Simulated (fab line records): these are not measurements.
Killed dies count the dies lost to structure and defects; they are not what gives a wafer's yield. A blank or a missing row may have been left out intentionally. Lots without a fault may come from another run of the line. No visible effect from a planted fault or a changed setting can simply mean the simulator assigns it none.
Tool commonality check / flow gf180mcu / Sampled: 13 lots, 39 wafers

## REASON IT WAS OPENED
Of 13 lots, 2 have the reading NSD_RS flagged at GF_PSD_RS_MEAS_14. No-fault wafers: 46.16 ohm/sq, standard deviation 0.085.
Rule: a lot is flagged when every wafer of it that has a number lies more than 4 standard deviations from that mean, or none has a number. The other lots count as sound.

lot=L895; measured=day 14 00:57; on=film_metro-01; NSD_RS (ohm/sq), wafer by wafer=46.14 46.10 46.17; flag=
lot=L896; measured=day 14 15:04; on=film_metro-03; NSD_RS (ohm/sq), wafer by wafer=46.16 45.99 46.04; flag=
lot=L897; measured=day 14 23:22; on=film_metro-03; NSD_RS (ohm/sq), wafer by wafer=46.16 46.20 46.13; flag=
lot=L898; measured=day 15 02:32; on=film_metro-03; NSD_RS (ohm/sq), wafer by wafer=46.09 46.01 46.10; flag=
lot=L899; measured=day 15 16:59; on=film_metro-03; NSD_RS (ohm/sq), wafer by wafer=46.05 46.12 46.03; flag=
lot=L900; measured=day 15 22:16; on=film_metro-01; NSD_RS (ohm/sq), wafer by wafer=46.12 46.09 46.05; flag=
lot=L901; measured=day 16 02:10; on=film_metro-04; NSD_RS (ohm/sq), wafer by wafer=46.12 46.17 46.06; flag=
lot=L905; measured=day 17 19:11; on=film_metro-01; NSD_RS (ohm/sq), wafer by wafer=46.01 46.03 46.14; flag=
lot=L907; measured=day 18 11:05; on=film_metro-03; NSD_RS (ohm/sq), wafer by wafer=46.19 46.06 46.21; flag=
lot=L909; measured=day 19 09:19; on=film_metro-01; NSD_RS (ohm/sq), wafer by wafer=41.53 41.47 41.31; flag=FLAGGED
lot=L912; measured=day 20 06:43; on=film_metro-01; NSD_RS (ohm/sq), wafer by wafer=46.24 46.08 46.11; flag=
lot=L913; measured=day 20 13:14; on=film_metro-04; NSD_RS (ohm/sq), wafer by wafer=41.61 41.58 41.58; flag=FLAGGED
lot=L917; measured=day 21 23:49; on=film_metro-04; NSD_RS (ohm/sq), wafer by wafer=46.09 46.15 46.23; flag=
Average over the flagged lots: 41.51 ohm/sq; offset from the usual -4.65 ohm/sq, equal to -55 standard deviations.

## TOOL THAT RAN EACH LOT
Before the reading, the record contains 2 process steps out of a 602-step route. Every cell lists first the tool, next ch and the chambers used by the sampled wafers, and last the start.
lot=L895; flag=; GF_HV_LDD_STRIP_37=plasma_asher-01 ch 0,1, day 11 07:16; GF_PSD_RTA_13=rtp_anneal-01 ch 0, day 14 00:51
lot=L896; flag=; GF_HV_LDD_STRIP_37=plasma_asher-02 ch 0,1, day 11 22:17; GF_PSD_RTA_13=rtp_anneal-02 ch 0, day 14 14:58
lot=L897; flag=; GF_HV_LDD_STRIP_37=plasma_asher-01 ch 0,1, day 12 05:53; GF_PSD_RTA_13=rtp_anneal-01 ch 0, day 14 23:16
lot=L898; flag=; GF_HV_LDD_STRIP_37=plasma_asher-01 ch 0,1, day 12 09:42; GF_PSD_RTA_13=rtp_anneal-01 ch 0, day 15 02:28
lot=L899; flag=; GF_HV_LDD_STRIP_37=plasma_asher-02 ch 0, day 12 21:33; GF_PSD_RTA_13=rtp_anneal-01 ch 0, day 15 16:54
lot=L900; flag=; GF_HV_LDD_STRIP_37=plasma_asher-02 ch 1, day 13 02:17; GF_PSD_RTA_13=rtp_anneal-02 ch 0, day 15 22:11
lot=L901; flag=; GF_HV_LDD_STRIP_37=plasma_asher-02 ch 0,1, day 13 07:20; GF_PSD_RTA_13=rtp_anneal-02 ch 0, day 16 02:00
lot=L905; flag=; GF_HV_LDD_STRIP_37=plasma_asher-01 ch 0,1, day 14 21:23; GF_PSD_RTA_13=rtp_anneal-01 ch 0, day 17 19:07
lot=L907; flag=; GF_HV_LDD_STRIP_37=plasma_asher-02 ch 0, day 15 08:20; GF_PSD_RTA_13=rtp_anneal-02 ch 0, day 18 11:01
lot=L909; flag=FLAGGED; GF_HV_LDD_STRIP_37=plasma_asher-01 ch 0,1, day 16 05:24; GF_PSD_RTA_13=rtp_anneal-02 ch 0, day 19 09:13
lot=L912; flag=; GF_HV_LDD_STRIP_37=plasma_asher-01 ch 0,1, day 17 04:20; GF_PSD_RTA_13=rtp_anneal-01 ch 0, day 20 06:37
lot=L913; flag=FLAGGED; GF_HV_LDD_STRIP_37=plasma_asher-02 ch 0,1, day 17 09:14; GF_PSD_RTA_13=rtp_anneal-02 ch 0, day 20 13:08
lot=L917; flag=; GF_HV_LDD_STRIP_37=plasma_asher-03 ch 0,1, day 18 18:09; GF_PSD_RTA_13=rtp_anneal-01 ch 0, day 21 23:43
What is done by these steps:
- GF_HV_LDD_STRIP_37: strips in O2/N2.
- GF_PSD_RTA_13: time 20 s.
- GF_PSD_RS_MEAS_14: measures by four-point-probe.

## FLAGGED OVER TOTAL, TOOL BY TOOL (the gauges that took the reading come last)
step=GF_HV_LDD_STRIP_37; tool=plasma_asher-01; lots run=6; flagged=1; share of the flagged lots=some; sound lots run after its first flagged lot=1 (L912)
step=GF_HV_LDD_STRIP_37; tool=plasma_asher-02; lots run=6; flagged=1; share of the flagged lots=some; sound lots run after its first flagged lot=0
step=GF_HV_LDD_STRIP_37; tool=plasma_asher-03; lots run=1; flagged=0; share of the flagged lots=none; sound lots run after its first flagged lot=-
step=GF_PSD_RTA_13; tool=rtp_anneal-01; lots run=7; flagged=0; share of the flagged lots=none; sound lots run after its first flagged lot=-
step=GF_PSD_RTA_13; tool=rtp_anneal-02; lots run=6; flagged=2; share of the flagged lots=all; sound lots run after its first flagged lot=0
step=GF_PSD_RS_MEAS_14; tool=film_metro-01; lots run=5; flagged=1; share of the flagged lots=some; sound lots run after its first flagged lot=1 (L912)
step=GF_PSD_RS_MEAS_14; tool=film_metro-03; lots run=5; flagged=0; share of the flagged lots=none; sound lots run after its first flagged lot=-
step=GF_PSD_RS_MEAS_14; tool=film_metro-04; lots run=3; flagged=1; share of the flagged lots=some; sound lots run after its first flagged lot=1 (L917)

## WHAT THE TABLE ALLOWS
Rows of the table that ran each flagged lot: 1, that is rtp_anneal-02 at GF_PSD_RTA_13.
- rtp_anneal-02 at GF_PSD_RTA_13: 2 of its 6 lots flagged. It ran its last sound lot, L907, at day 18 11:01 and its first flagged lot, L909, at day 19 09:13: a fault with its onset between the two fits. Its own readings (wafer_temp_C_max) fall more than 4 standard deviations out on all wafers of the flagged lots.
Left over: one tool, rtp_anneal-02 at GF_PSD_RTA_13.

## WHAT HAD BEEN PUT IN BY THE SIMULATOR
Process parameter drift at GF_PSD_RTA_13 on rtp_anneal-02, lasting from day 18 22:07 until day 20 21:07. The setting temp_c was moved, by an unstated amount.
Struck lots among those shown: L909, L913. Same finding as the rule above.
